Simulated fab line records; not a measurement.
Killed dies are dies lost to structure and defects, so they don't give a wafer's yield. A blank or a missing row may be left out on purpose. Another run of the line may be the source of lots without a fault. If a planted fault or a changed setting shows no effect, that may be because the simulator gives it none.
fab line records	flow sky130
record lots=24	wafers=72	last-day=50
route steps=708 shown METAL1@450 VIA1@474 VIA2@521 VIA3@589 METAL4@601
lots that met no fault: from a run of the same line without faults
start-h: start of the lot's first displayed wafer, in hours after the record's first day	wait-h: hours since the lot's step before	" same as the row above	L1.1+2: a single row standing in for several wafers	- no value, or no start given	* or withheld: withheld	< > ~ a bound
route shown NAME@n: NAME is a module with steps in the file, n the number in the route of the first one	usual: mean and standard deviation over wafers with no fault	same: alike in all rows	chamber/n: place in a boat	sites: per-site readings	_std_site: the standard deviation of these	_edge_site: inner sites' mean taken away from outer sites' mean	radius-mm: for every site, how far away it sits from the centre of the wafer	mask NAME#n: copy n	behind: the tool/chamber that last shaped the wafer	hold: reason for holding the lot/hours on hold/outcome of the hold	device: which transistor (n, p or np) failed to switch	end of line: tests of these same wafers at the route's end	step lacking rows: just its recipe	killed: dies lost to structure and defects at the first sort, not the wafer's yield	map: per-die view of a wafer (x killed, . not killed, _ where there is no die)
set.NAME: setting as actually run; set.NAME@STEP: the setting as run at that earlier step	model.NAME: the simulator's own value behind a step, which no gauge read
a sample of lots followed through the steps of the route, with each step as a table and each wafer as a row
services: a tool's chamber out of use, with start hour (start-h, from the record's first day; less than 0 if before it), hours out, and reason
## steps
# step SKY_METAL1_OVL_MEAS_16
# usual METAL1_OVL=-1/5
lot.wafer	tool	chamber	start-h	wait-h	METAL1_OVL[nm]
L074.1	overlay-01	-	779.40	0.1	-2
L074.3	"	-	"	"	-14
L074.6	"	-	"	"	-4
L075.1	overlay-01	-	785.17	0.1	0
L075.2	"	-	"	"	1
L075.3	"	-	"	"	1
L076.2	overlay-02	-	793.07	0.1	-13
L076.3	"	-	"	"	-9
L076.4	"	-	"	"	-10
L077.1	overlay-02	-	798.05	0.1	0
L077.4	"	-	"	"	-2
L077.5	"	-	"	"	-1
L078.1	overlay-01	-	810.32	0.1	1
L078.2	"	-	"	"	3
L078.3	"	-	"	"	-3
L079.2	overlay-02	-	815.55	0.1	-3
L079.5	"	-	"	"	-7
L079.6	"	-	"	"	-6
L080.3	overlay-01	-	824.98	0.1	11
L080.4	"	-	"	"	6
L080.6	"	-	"	"	6
L081.2	overlay-02	-	840.72	0.1	3
L081.4	"	-	"	"	2
L081.5	"	-	"	"	4
L082.1	overlay-02	-	860.80	0.1	8
L082.2	"	-	"	"	6
L082.4	"	-	"	"	4
L083.1	overlay-01	-	862.77	0.1	1
L083.4	"	-	"	"	6
L083.6	"	-	"	"	-5
L084.1	overlay-01	-	867.82	0.1	1
L084.2	"	-	"	"	-2
L084.3	"	-	"	"	-2
L086.1	overlay-01	-	873.55	0.1	-5
L086.5	"	-	"	"	-4
L086.6	"	-	"	"	-2
L085.1	overlay-02	-	873.57	0.1	0
L085.5	"	-	"	"	1
L085.6	"	-	"	"	-1
L087.4	overlay-02	-	876.58	0.1	-12
L087.5	"	-	"	"	-3
L087.6	"	-	"	"	2
L088.3	overlay-02	-	888.83	0.1	-1
L088.5	"	-	"	"	3
L088.6	"	-	"	"	8
L089.2	overlay-02	-	893.52	0.1	3
L089.3	"	-	"	"	-1
L089.5	"	-	"	"	0
L090.2	overlay-02	-	899.17	0.1	-5
L090.3	"	-	"	"	-11
L090.5	"	-	"	"	-4
L091.2	overlay-01	-	905.67	0.1	-5
L091.3	"	-	"	"	5
L091.4	"	-	"	"	-6
L093.1	overlay-01	-	913.72	0.1	0
L093.3	"	-	"	"	-3
L093.6	"	-	"	"	3
L092.3	overlay-01	-	919.96	0.1	1
L092.4	"	-	"	"	-4
L092.5	"	-	"	"	1
L094.1	overlay-01	-	927.07	0.1	2
L094.2	"	-	"	"	4
L094.4	"	-	"	"	1
L095.1	overlay-01	-	933.55	0.1	2
L095.2	"	-	"	"	1
L095.5	"	-	"	"	0
L096.2	overlay-02	-	937.42	0.1	3
L096.3	"	-	"	"	-5
L096.5	"	-	"	"	0
L097.1	overlay-01	-	944.27	0.1	0
L097.4	"	-	"	"	1
L097.5	"	-	"	"	1
# step SKY_VIA1_STRIP_16
# recipe chemistry=O2/N2	power-w=1400	pressure-mtorr=1500	platen-temp-c=withheld	o2-flow-sccm=3000	n2-flow-sccm=300	overash-fraction=0.5
# usual drypump-motor-current-A=6.1/0.32	oes-product-au=0.415/0.0046	strip-time-to-endpoint-s=4.458/0.023
lot.wafer	tool	chamber	start-h	wait-h	drypump-motor-current-A	oes-product-au	rf-hours-counter-h	strip-time-to-endpoint-s
L074.1	plasma-asher-01	1	807.69	0.0	5.7	0.426	39	4.459
L074.3	"	1	"	"	5.7	0.417	-	4.423
L074.6	"	1	"	"	5.7	0.406	-	4.476
L075.1	plasma-asher-01	0	813.99	0.0	6.5	0.418	40	4.429
L075.2	"	1	"	"	5.7	0.418	40	4.482
L075.3	"	1	"	"	5.7	0.421	-	4.485
L076.2	plasma-asher-04	1	821.24	0.0	6.0	0.411	100	4.471
L076.3	"	1	"	"	6.0	0.414	-	4.454
L076.4	"	0	"	"	6.5	0.416	-	4.461
L077.1	plasma-asher-01	1	826.12	0.0	5.7	0.417	41	4.429
L077.4	"	1	"	"	5.7	0.422	-	4.447
L077.5	"	0	"	"	6.5	0.418	-	4.432
L078.1	plasma-asher-04	1	838.62	0.0	6.0	0.415	102	4.528
L078.2	"	0	"	"	6.5	0.424	102	4.526
L078.3	"	0	"	"	6.6	0.415	-	4.481
L079.2	plasma-asher-04	0	844.32	0.0	6.5	0.426	103	4.470
L079.5	"	0	"	"	6.5	0.419	-	4.455
L079.6	"	1	"	"	6.0	0.419	-	4.469
L080.3	plasma-asher-04	0	853.11	0.1	6.5	0.416	-	4.459
L080.4	"	1	"	"	6.0	0.410	-	4.436
L080.6	"	1	"	"	6.0	0.414	-	4.452
L081.2	plasma-asher-03	1	868.64	0.0	5.7	0.412	10	4.446
L081.4	"	1	"	"	5.7	0.414	-	4.464
L081.5	"	0	"	"	6.1	0.425	-	4.503
L082.1	plasma-asher-03	1	888.92	0.0	5.7	0.412	11	4.478
L082.2	"	0	"	"	6.1	0.419	11	4.455
L082.4	"	1	"	"	5.7	0.405	-	4.468
L083.1	plasma-asher-03	0	890.59	0.0	6.0	0.417	12	4.456
L083.4	"	1	"	"	5.8	0.415	-	4.465
L083.6	"	0	"	"	6.1	0.421	-	4.486
L084.1	plasma-asher-04	1	894.94	0.0	6.0	0.414	108	4.476
L084.2	"	0	"	"	6.5	0.414	108	4.474
L084.3	"	0	"	"	6.5	0.422	-	4.474
L085.1	plasma-asher-01	0	901.32	0.0	6.4	0.415	50	4.462
L085.5	"	1	"	"	5.7	0.423	-	4.470
L085.6	"	0	"	"	6.5	0.406	-	4.464
L086.1	plasma-asher-03	0	901.42	0.0	6.0	0.414	13	4.473
L086.5	"	1	"	"	5.7	0.407	-	4.428
L086.6	"	0	"	"	6.0	0.417	-	4.460
L087.4	plasma-asher-03	1	904.10	0.1	5.7	0.413	-	4.429
L087.5	"	1	"	"	5.7	0.425	-	4.485
L087.6	"	0	"	"	6.1	0.411	-	4.434
L088.3	plasma-asher-03	1	915.80	0.1	5.7	0.416	-	4.448
L088.5	"	0	"	"	6.1	0.425	-	4.475
L088.6	"	1	"	"	5.7	0.417	-	4.493
L089.2	plasma-asher-01	0	920.46	0.0	6.5	0.419	52	4.498
L089.3	"	0	"	"	6.5	0.420	-	4.447
L089.5	"	1	"	"	5.7	0.415	-	4.494
L090.2	plasma-asher-03	0	926.07	0.0	6.1	0.411	15	4.410
L090.3	"	0	"	"	6.1	0.420	-	4.468
L090.5	"	1	"	"	5.8	0.410	-	4.456
L091.2	plasma-asher-01	0	932.62	0.0	6.4	0.410	53	4.431
L091.3	"	1	"	"	5.7	0.418	-	4.458
L091.4	"	0	"	"	6.4	0.412	-	4.448
L093.1	plasma-asher-03	0	939.82	0.0	6.0	0.412	17	4.437
L093.3	"	0	"	"	6.0	0.412	-	4.444
L093.6	"	1	"	"	5.8	0.410	-	4.447
L092.3	plasma-asher-04	1	947.16	0.1	6.0	0.417	-	4.463
L092.4	"	0	"	"	6.5	0.413	-	4.411
L092.5	"	0	"	"	6.5	0.414	-	4.475
L094.1	plasma-asher-03	1	954.32	0.0	5.7	0.409	18	4.422
L094.2	"	0	"	"	6.1	0.415	18	4.450
L094.4	"	1	"	"	5.8	0.411	-	4.440
L095.1	plasma-asher-01	1	960.22	0.0	5.7	0.416	56	4.488
L095.2	"	0	"	"	6.5	0.418	56	4.465
L095.5	"	1	"	"	5.7	0.410	-	4.469
L096.2	plasma-asher-01	0	963.72	0.0	6.5	0.411	56	4.428
L096.3	"	0	"	"	6.5	0.410	-	4.454
L096.5	"	1	"	"	5.7	0.419	-	4.466
L097.1	plasma-asher-01	0	969.97	0.0	6.5	0.416	57	4.463
L097.4	"	0	"	"	6.4	0.410	-	4.477
L097.5	"	1	"	"	5.7	0.412	-	4.469
# step SKY_VIA2_ETCH_14
# recipe chemistry=N2/H2	target=BARC	ion-energy-ev=200	source-w=500	bias-w=100	pressure-mtorr=30	n2-flow-sccm=100	h2-flow-sccm=200	stop-on=SiO2	time-s=45.9	target-depth-a=600
# usual bias-w=100.0/0.3	drypump-motor-current-A=6.2/0.35	oes-product-au=0.854/0.005	throttle-valve-pct=13.225/0.0089
lot.wafer	tool	chamber	start-h	wait-h	bias-w	drypump-motor-current-A	oes-product-au	rf-hours-counter-h	throttle-valve-pct
L074.1	rie-diel-01	1	863.20	0.0	100.2	5.8	0.851	23	13.240
L074.3	"	0	"	"	100.1	6.7	0.853	4	13.209
L074.6	"	2	"	"	99.8	6.4	0.845	-	13.236
L075.1	rie-diel-03	1	870.23	0.0	99.8	6.8	0.850	25	13.217
L075.2	"	0	"	"	99.6	5.6	0.850	25	13.209
L075.3	"	2	"	"	99.9	5.9	0.847	5	13.260
L076.2	rie-diel-04	2	877.55	0.0	100.0	6.1	0.857	5	13.225
L076.3	"	1	"	"	99.6	6.7	0.851	9	13.217
L076.4	"	3	"	"	99.8	6.1	0.854	8	13.214
L077.1	rie-diel-03	2	881.55	0.0	100.0	5.9	0.855	5	13.222
L077.4	"	3	"	"	100.1	6.1	0.856	10	13.210
L077.5	"	0	"	"	100.2	5.6	0.847	-	13.234
L078.1	rie-diel-01	3	893.28	0.0	99.4	6.0	0.848	13	13.242
L078.2	"	2	"	"	100.1	6.4	0.864	16	13.229
L078.3	"	0	"	"	100.5	6.6	0.858	5	13.224
L079.2	rie-diel-01	0	899.90	0.0	100.1	6.7	0.851	5	13.216
L079.5	"	1	"	"	99.9	5.8	0.853	-	13.225
L079.6	"	0	"	"	100.1	6.7	0.867	-	13.218
L080.3	rie-diel-04	3	908.43	0.0	100.4	6.1	0.853	8	13.212
L080.4	"	2	"	"	100.0	6.1	0.853	6	13.216
L080.6	"	0	"	"	100.3	6.1	0.856	-	13.229
L081.2	rie-diel-03	1	923.59	0.0	99.8	6.8	0.847	26	13.208
L081.4	"	2	"	"	100.1	6.0	0.856	6	13.227
L081.5	"	2	"	"	100.0	5.9	0.855	-	13.221
L082.1	rie-diel-04	2	943.60	0.0	100.2	6.1	0.858	6	13.231
L082.2	"	1	"	"	99.7	6.7	0.857	10	13.225
L082.4	"	0	"	"	99.6	6.2	0.857	6	13.217
L083.1	rie-diel-01	1	945.14	0.0	100.1	5.8	0.851	26	13.226
L083.4	"	3	"	"	100.3	5.9	0.850	15	13.226
L083.6	"	1	"	"	100.3	5.8	0.856	-	13.219
L084.1	rie-diel-04	0	948.53	0.0	99.8	6.1	0.855	6	13.228
L084.2	"	3	"	"	100.3	6.1	0.856	10	13.233
L084.3	"	1	"	"	100.4	6.7	0.857	11	13.226
L085.1	rie-diel-01	0	955.15	0.0	99.9	6.7	0.859	7	13.220
L085.5	"	3	"	"	100.0	6.0	0.853	-	13.238
L085.6	"	0	"	"	99.8	6.7	0.850	-	13.229
L086.1	rie-diel-04	1	955.55	0.0	99.9	6.7	0.842	11	13.234
L086.5	"	2	"	"	100.0	6.1	0.849	-	13.223
L086.6	"	3	"	"	99.4	6.1	0.860	-	13.222
L087.4	rie-diel-04	2	956.45	0.0	100.6	6.1	0.845	7	13.210
L087.5	"	2	"	"	100.5	6.1	0.863	-	13.223
L087.6	"	3	"	"	99.8	6.1	0.869	-	13.227
L088.3	rie-diel-04	1	968.44	0.0	100.3	6.7	0.853	11	13.230
L088.5	"	1	"	"	99.9	6.7	0.855	-	13.223
L088.6	"	0	"	"	99.8	6.1	0.858	-	13.223
L089.2	rie-diel-04	3	973.34	0.0	100.1	6.1	0.859	10	13.229
L089.3	"	0	"	"	100.2	6.2	0.845	7	13.215
L089.5	"	3	"	"	100.3	6.1	0.855	-	13.226
L090.2	rie-diel-01	0	978.05	0.0	100.4	6.7	0.850	7	13.218
L090.3	"	1	"	"	99.3	5.8	0.854	27	13.214
L090.5	"	0	"	"	100.4	6.6	0.849	-	13.232
L091.2	rie-diel-01	2	984.44	0.0	100.5	6.4	0.858	19	13.218
L091.3	"	1	"	"	99.6	5.8	0.853	27	13.227
L091.4	"	0	"	"	100.1	6.6	0.858	8	13.222
L093.1	rie-diel-03	3	990.74	0.0	100.2	6.0	0.852	13	13.235
L093.3	"	0	"	"	100.0	5.6	0.848	0	13.218
L093.6	"	1	"	"	100.0	6.8	0.855	-	13.208
L092.3	rie-diel-01	1	998.12	0.0	100.0	5.8	0.856	27	13.218
L092.4	"	3	"	"	100.1	6.0	0.857	16	13.232
L092.5	"	0	"	"	100.2	6.7	0.861	-	13.230
L094.1	rie-diel-04	1	1005.54	0.0	100.3	6.7	0.850	12	13.234
L094.2	"	2	"	"	100.3	6.1	0.851	8	13.222
L094.4	"	1	"	"	100.1	6.7	0.848	-	13.233
L095.1	rie-diel-03	2	1011.59	0.0	100.4	5.9	0.844	9	13.225
L095.2	"	0	"	"	99.7	5.6	0.853	1	13.235
L095.5	"	0	"	"	99.9	5.6	0.851	-	13.216
L096.2	rie-diel-01	2	1014.56	0.0	100.5	6.4	0.856	20	13.228
L096.3	"	3	"	"	100.0	5.9	0.853	16	13.213
L096.5	"	1	"	"	100.4	5.8	0.852	-	13.216
L097.1	rie-diel-01	3	1020.21	0.0	99.9	6.0	0.848	17	13.230
L097.4	"	0	"	"	99.8	6.7	0.861	9	13.223
L097.5	"	3	"	"	99.8	6.0	0.857	-	13.225
# step SKY_VIA3_STRIP_16
# recipe chemistry=O2/N2	power-w=1400	pressure-mtorr=1500	platen-temp-c=withheld	o2-flow-sccm=3000	n2-flow-sccm=300	overash-fraction=0.5
# usual drypump-motor-current-A=6.1/0.53	oes-product-au=0.402/0.0048	strip-time-to-endpoint-s=4.12/0.031
lot.wafer	tool	chamber	start-h	wait-h	drypump-motor-current-A	oes-product-au	rf-hours-counter-h	strip-time-to-endpoint-s
L074.1	plasma-asher-02	1	944.06	0.0	6.6	0.413	86	4.14
L074.3	"	1	"	"	6.6	0.413	-	4.12
L074.6	"	0	"	"	5.1	0.394	-	4.12
L075.1	plasma-asher-04	0	950.98	0.0	6.5	0.402	114	4.09
L075.2	"	1	"	"	6.0	0.397	114	4.15
L075.3	"	0	"	"	6.5	0.404	-	4.18
L076.2	plasma-asher-01	0	957.81	0.0	6.5	0.394	55	4.10
L076.3	"	1	"	"	5.7	0.404	-	4.16
L076.4	"	0	"	"	6.5	0.402	-	4.12
L077.1	plasma-asher-01	0	961.61	0.0	6.5	0.404	56	4.14
L077.4	"	1	"	"	5.7	0.402	-	4.14
L077.5	"	1	"	"	5.7	0.402	-	4.10
L078.1	plasma-asher-04	1	971.96	0.0	6.0	0.404	116	4.14
L078.2	"	0	"	"	6.5	0.404	116	4.12
L078.3	"	1	"	"	6.0	0.404	-	4.13
L079.2	plasma-asher-02	0	977.61	0.0	5.1	0.395	89	4.13
L079.5	"	1	"	"	6.6	0.403	-	4.10
L079.6	"	0	"	"	5.1	0.408	-	4.11
L080.3	plasma-asher-01	0	988.12	0.1	6.5	0.403	-	4.11
L080.4	"	1	"	"	5.7	0.400	-	4.11
L080.6	"	1	"	"	5.7	0.393	-	4.12
L081.2	plasma-asher-04	1	1001.46	0.0	6.0	0.407	119	4.11
L081.4	"	0	"	"	6.5	0.400	-	4.11
L081.5	"	1	"	"	6.0	0.399	-	4.11
L082.1	plasma-asher-04	1	1019.96	0.0	6.0	0.410	121	4.16
L082.2	"	0	"	"	6.5	0.398	121	4.11
L082.4	"	1	"	"	6.0	0.400	-	4.15
L083.1	plasma-asher-04	1	1021.46	0.0	6.0	0.402	121	4.12
L083.4	"	1	"	"	6.0	0.402	-	4.07
L083.6	"	1	"	"	6.0	0.398	-	4.11
L084.1	plasma-asher-02	0	1024.53	0.0	5.1	0.397	94	4.06
L084.2	"	1	"	"	6.6	0.401	94	4.14
L084.3	"	1	"	"	6.6	0.396	-	4.08
L085.1	plasma-asher-01	1	1030.83	0.0	5.7	0.400	63	4.15
L085.5	"	1	"	"	5.7	0.398	-	4.08
L085.6	"	0	"	"	6.5	0.395	-	4.17
L086.1	plasma-asher-04	1	1031.51	0.0	6.0	0.411	122	4.18
L086.5	"	1	"	"	6.0	0.407	-	4.11
L086.6	"	0	"	"	6.5	0.400	-	4.12
L087.4	plasma-asher-04	1	1032.54	0.1	6.0	0.402	-	4.08
L087.5	"	0	"	"	6.5	0.398	-	4.08
L087.6	"	1	"	"	6.0	0.398	-	4.15
L088.3	plasma-asher-02	1	1043.54	0.1	6.6	0.408	-	4.14
L088.5	"	1	"	"	6.6	0.407	-	4.16
L088.6	"	0	"	"	5.1	0.407	-	4.15
L089.2	plasma-asher-02	0	1048.06	0.0	5.1	0.400	96	4.10
L089.3	"	1	"	"	6.7	0.409	-	4.17
L089.5	"	1	"	"	6.6	0.407	-	4.17
L090.2	plasma-asher-02	1	1052.23	0.0	6.6	0.397	96	4.14
L090.3	"	1	"	"	6.6	0.412	-	4.17
L090.5	"	0	"	"	5.1	0.404	-	4.11
L091.2	plasma-asher-02	1	1057.73	0.0	6.7	0.402	97	4.15
L091.3	"	0	"	"	5.1	0.405	-	4.14
L091.4	"	1	"	"	6.5	0.400	-	4.10
L093.1	plasma-asher-01	0	1064.71	0.0	6.5	0.398	66	4.11
L093.3	"	0	"	"	6.5	0.400	-	4.13
L093.6	"	0	"	"	6.5	0.403	-	4.17
L092.3	plasma-asher-01	1	1070.69	0.1	5.7	0.401	-	4.06
L092.4	"	0	"	"	6.5	0.395	-	4.09
L092.5	"	1	"	"	5.7	0.400	-	4.10
L094.1	plasma-asher-04	1	1077.73	0.0	6.0	0.406	2	4.05
L094.2	"	0	"	"	6.5	0.397	2	4.10
L094.4	"	1	"	"	6.0	0.401	-	4.09
L095.1	plasma-asher-04	0	1083.91	0.0	6.5	0.397	2	4.10
L095.2	"	1	"	"	6.0	0.407	2	4.15
L095.5	"	1	"	"	6.0	0.403	-	4.07
L096.2	plasma-asher-02	0	1086.31	0.0	5.1	0.392	99	4.10
L096.3	"	0	"	"	5.1	0.406	-	4.13
L096.5	"	0	"	"	5.1	0.396	-	4.13
L097.1	plasma-asher-04	1	1090.86	0.0	6.0	0.407	3	4.19
L097.4	"	1	"	"	6.0	0.399	-	4.15
L097.5	"	1	"	"	6.0	0.396	-	4.15
# step SKY_VIA3_CMP_24
# recipe stop-on=SiO2	t-overpolish-s=20	down-force-psi=3.5	platen-rpm=60	target-thk-nm=0	pad-velocity-m-s=0.94248
# usual motor-current-A=10.7/1.3	overpolish-run-s=20.001/0.0089	platen-rpm=60.00/0.042	time-to-endpoint-s=93/4.2
lot.wafer	tool	chamber	start-h	wait-h	motor-current-A	overpolish-run-s	platen-rpm	time-to-endpoint-s
L074.3	cmp-02	1	945.07	0.1	8.8	20.004	60.00	96
L074.1	"	2	"	"	13.2	19.992	59.99	90
L074.6	"	1	"	"	9.0	19.995	60.00	96
L075.1	cmp-01	3	951.94	0.1	9.5	19.996	59.97	94
L075.3	"	1	"	"	10.7	20.020	60.01	95
L075.2	"	2	"	"	11.0	20.000	60.04	89
L076.3	cmp-02	0	958.77	0.0	11.1	19.999	60.04	96
L076.2	"	1	"	"	9.7	19.997	60.05	88
L076.4	"	2	"	"	13.2	20.000	59.98	86
L077.4	cmp-02	2	962.57	0.0	12.8	19.994	60.00	90
L077.1	"	1	"	"	9.7	19.989	60.04	95
L077.5	"	2	"	"	13.0	20.012	60.06	90
L078.3	cmp-02	3	972.92	0.0	11.3	20.002	60.00	89
L078.1	"	1	"	"	9.2	20.021	60.01	94
L078.2	"	2	"	"	12.7	20.000	60.03	91
L079.2	cmp-01	1	978.57	0.0	11.0	20.018	59.98	98
L079.5	"	1	"	"	10.1	19.995	60.02	97
L079.6	"	2	"	"	11.3	20.018	60.01	93
L080.4	cmp-02	3	989.15	0.1	10.7	20.011	60.01	89
L080.3	"	0	"	"	10.8	19.999	60.00	96
L080.6	"	1	"	"	9.5	19.997	60.02	94
L081.2	cmp-02	2	1002.53	0.1	13.1	20.007	60.08	90
L081.4	"	1	"	"	8.9	20.009	59.96	95
L081.5	"	2	"	"	13.1	20.001	60.07	83
L082.4	cmp-01	1	1020.91	0.0	9.9	20.017	60.06	94
L082.2	"	3	"	"	9.7	20.001	60.04	94
L082.1	"	0	"	"	8.6	19.990	60.01	95
L083.1	cmp-02	2	1022.51	0.1	12.8	19.999	59.81	95
L083.4	"	3	"	"	10.0	19.997	59.97	94
L083.6	"	0	"	"	11.4	19.995	60.01	105
L084.2	cmp-01	0	1025.49	0.0	8.7	20.000	59.96	99
L084.1	"	1	"	"	10.8	20.005	60.02	93
L084.3	"	3	"	"	9.9	20.019	59.94	91
L085.1	cmp-01	2	1031.89	0.1	10.7	19.999	59.95	96
L085.6	"	0	"	"	9.1	19.998	60.02	97
L085.5	"	1	"	"	10.4	20.003	60.04	98
L086.1	cmp-01	3	1032.51	0.1	9.5	20.009	59.99	90
L086.6	"	2	"	"	11.1	19.987	60.03	91
L086.5	"	3	"	"	9.3	20.019	59.97	96
L087.4	cmp-02	3	1033.87	0.3	10.4	20.022	60.00	86
L087.6	"	0	"	"	11.2	19.999	60.00	93
L087.5	"	1	"	"	9.1	20.006	60.02	92
L088.3	cmp-02	3	1044.51	0.1	10.6	20.000	60.04	87
L088.5	"	2	"	"	12.8	20.000	60.05	89
L088.6	"	3	"	"	10.4	20.008	59.99	86
L089.3	cmp-02	3	1049.11	0.1	11.2	19.999	60.02	85
L089.2	"	0	"	"	11.3	19.993	60.01	93
L089.5	"	2	"	"	13.6	20.004	60.04	89
L090.2	cmp-02	0	1053.32	0.2	11.9	19.999	60.02	97
L090.3	"	1	"	"	9.2	20.006	59.98	97
L090.5	"	3	"	"	11.3	20.009	60.00	87
L091.2	cmp-01	3	1058.74	0.1	9.7	20.007	60.02	98
L091.4	"	0	"	"	9.3	19.988	59.99	99
L091.3	"	1	"	"	10.7	19.987	60.02	98
L093.3	cmp-02	3	1065.74	0.0	10.7	19.997	60.06	90
L093.1	"	2	"	"	13.5	19.982	59.99	89
L093.6	"	0	"	"	11.7	19.995	60.07	96
L092.3	cmp-02	1	1071.67	0.1	9.3	19.999	60.10	93
L092.4	"	3	"	"	10.2	19.997	60.02	87
L092.5	"	0	"	"	11.5	20.013	59.99	95
L094.1	cmp-02	2	1078.80	0.2	13.1	19.996	59.96	86
L094.2	"	3	"	"	11.1	20.006	60.05	87
L094.4	"	0	"	"	11.1	19.988	59.95	95
L095.1	cmp-02	0	1084.89	0.1	11.0	20.012	59.99	98
L095.2	"	2	"	"	12.4	20.004	60.05	90
L095.5	"	0	"	"	11.2	19.990	60.02	93
L096.2	cmp-02	1	1087.36	0.1	9.7	19.985	59.99	98
L096.3	"	2	"	"	13.1	20.015	60.00	93
L096.5	"	3	"	"	11.0	20.005	60.02	91
L097.4	cmp-02	0	1091.93	0.1	11.1	19.992	60.00	95
L097.1	"	2	"	"	13.0	20.003	60.02	90
L097.5	"	1	"	"	9.4	20.022	59.95	94
# step SKY_METAL4_SPUTTER_03
# recipe material=Ti	target-thk-nm=5	power-w=3000	time-s=3.3	chamber-pressure-pa=0.4
# usual cathode-dc-power-W=3000.0/0.55	throttle-valve-pct=30.1/0.66
lot.wafer	tool	chamber	start-h	wait-h	cathode-dc-power-W	throttle-valve-pct
L074.1	pvd-sputter-02	-	945.40	0.0	2999.7	29.4
L074.3	"	-	"	"	2999.7	29.5
L074.6	"	-	"	"	3000.1	30.2
L075.1	pvd-sputter-01	-	952.32	0.0	3000.0	31.0
L075.2	"	-	"	"	2999.4	29.2
L075.3	"	-	"	"	3000.2	30.0
L076.2	pvd-sputter-01	-	959.15	0.0	2999.7	29.6
L076.3	"	-	"	"	3000.5	29.6
L076.4	"	-	"	"	3000.7	31.1
L077.1	pvd-sputter-01	-	962.95	0.0	2999.8	30.1
L077.4	"	-	"	"	2999.3	29.9
L077.5	"	-	"	"	3000.8	30.8
L078.1	pvd-sputter-01	-	973.30	0.0	2999.2	29.9
L078.2	"	-	"	"	2999.5	30.4
L078.3	"	-	"	"	2999.4	29.6
L079.2	pvd-sputter-03	-	978.95	0.0	2999.5	29.2
L079.5	"	-	"	"	3000.6	29.1
L079.6	"	-	"	"	2999.7	30.0
L080.3	pvd-sputter-01	-	989.43	0.0	2999.3	30.2
L080.4	"	-	"	"	3000.4	29.5
L080.6	"	-	"	"	2998.7	30.8
L081.2	pvd-sputter-03	-	1002.92	0.0	3000.4	30.2
L081.4	"	-	"	"	2999.9	29.3
L081.5	"	-	"	"	3000.1	30.7
L082.1	pvd-sputter-03	-	1021.30	0.0	2999.9	30.5
L082.2	"	-	"	"	3000.7	30.8
L082.4	"	-	"	"	2999.6	30.5
L083.1	pvd-sputter-01	-	1022.80	0.0	3000.8	31.0
L083.4	"	-	"	"	3000.0	29.9
L083.6	"	-	"	"	3001.8	30.1
L084.1	pvd-sputter-03	-	1025.88	0.0	3000.3	30.4
L084.2	"	-	"	"	2999.3	30.7
L084.3	"	-	"	"	3000.0	29.1
L085.1	pvd-sputter-01	-	1032.18	0.0	3000.1	29.7
L085.5	"	-	"	"	3000.1	29.1
L085.6	"	-	"	"	2998.9	30.1
L086.1	pvd-sputter-02	-	1032.85	0.0	2999.6	29.5
L086.5	"	-	"	"	3000.6	29.4
L086.6	"	-	"	"	3000.0	30.4
L087.4	pvd-sputter-01	-	1034.10	0.0	3000.2	29.5
L087.5	"	-	"	"	2998.8	29.5
L087.6	"	-	"	"	3001.2	30.3
L088.3	pvd-sputter-02	-	1044.85	0.0	3000.0	31.4
L088.5	"	-	"	"	3000.0	29.2
L088.6	"	-	"	"	2999.7	29.8
L089.2	pvd-sputter-03	-	1049.40	0.0	2999.5	29.3
L089.3	"	-	"	"	3000.1	30.7
L089.5	"	-	"	"	3000.7	30.6
L090.2	pvd-sputter-01	-	1053.66	0.0	2999.9	30.6
L090.3	"	-	"	"	3000.1	29.7
L090.5	"	-	"	"	3000.7	29.5
L091.2	pvd-sputter-01	-	1059.08	0.0	3000.1	29.4
L091.3	"	-	"	"	3000.1	29.9
L091.4	"	-	"	"	2999.6	30.4
L093.1	pvd-sputter-01	-	1066.13	0.0	3000.8	29.1
L093.3	"	-	"	"	2999.9	30.9
L093.6	"	-	"	"	3000.4	29.6
L092.3	pvd-sputter-01	-	1072.01	0.0	2999.3	30.0
L092.4	"	-	"	"	2999.9	31.0
L092.5	"	-	"	"	3000.7	31.0
L094.1	pvd-sputter-01	-	1079.19	0.0	2999.1	31.0
L094.2	"	-	"	"	3000.0	30.0
L094.4	"	-	"	"	3000.4	29.8
L095.1	pvd-sputter-01	-	1085.28	0.0	3000.2	29.9
L095.2	"	-	"	"	3000.3	31.0
L095.5	"	-	"	"	3000.0	30.2
L096.2	pvd-sputter-02	-	1087.65	0.0	2998.8	30.4
L096.3	"	-	"	"	3000.5	29.4
L096.5	"	-	"	"	2999.7	31.6
L097.1	pvd-sputter-02	-	1092.32	0.0	3000.3	29.2
L097.4	"	-	"	"	3000.6	30.1
L097.5	"	-	"	"	2999.4	29.6
## services
tool	chamber	start-h	hours	kind
plasma-asher-03	-	788.06	2.8	pm
cmp-02	-	801.89	5.1	repair
plasma-asher-03	-	831.59	2.0	repair
plasma-asher-03	-	833.76	28.1	pm
cmp-02	-	842.43	0.9	repair
plasma-asher-01	-	846.96	0.4	repair
cmp-02	-	865.20	0.8	repair
rie-diel-01	1	870.50	6.3	repair
pvd-sputter-01	-	871.05	5.2	repair
rie-diel-04	-	885.84	0.4	repair
rie-diel-01	1	893.08	2.8	repair
rie-diel-04	1	894.89	9.6	repair
cmp-02	-	909.80	6.0	pm
cmp-02	-	915.81	4.0	pm
rie-diel-01	0	925.03	1.4	repair
rie-diel-04	3	948.95	4.6	repair
rie-diel-01	2	964.28	9.0	repair
pvd-sputter-01	-	978.88	1.9	repair
cmp-02	-	984.72	4.3	pm
cmp-02	-	1019.97	1.2	repair
rie-diel-01	3	1042.27	23.9	repair
rie-diel-01	0	1045.41	2.9	repair
plasma-asher-04	-	1055.25	9.0	pm
plasma-asher-01	-	1065.05	4.9	repair
## key
fault none
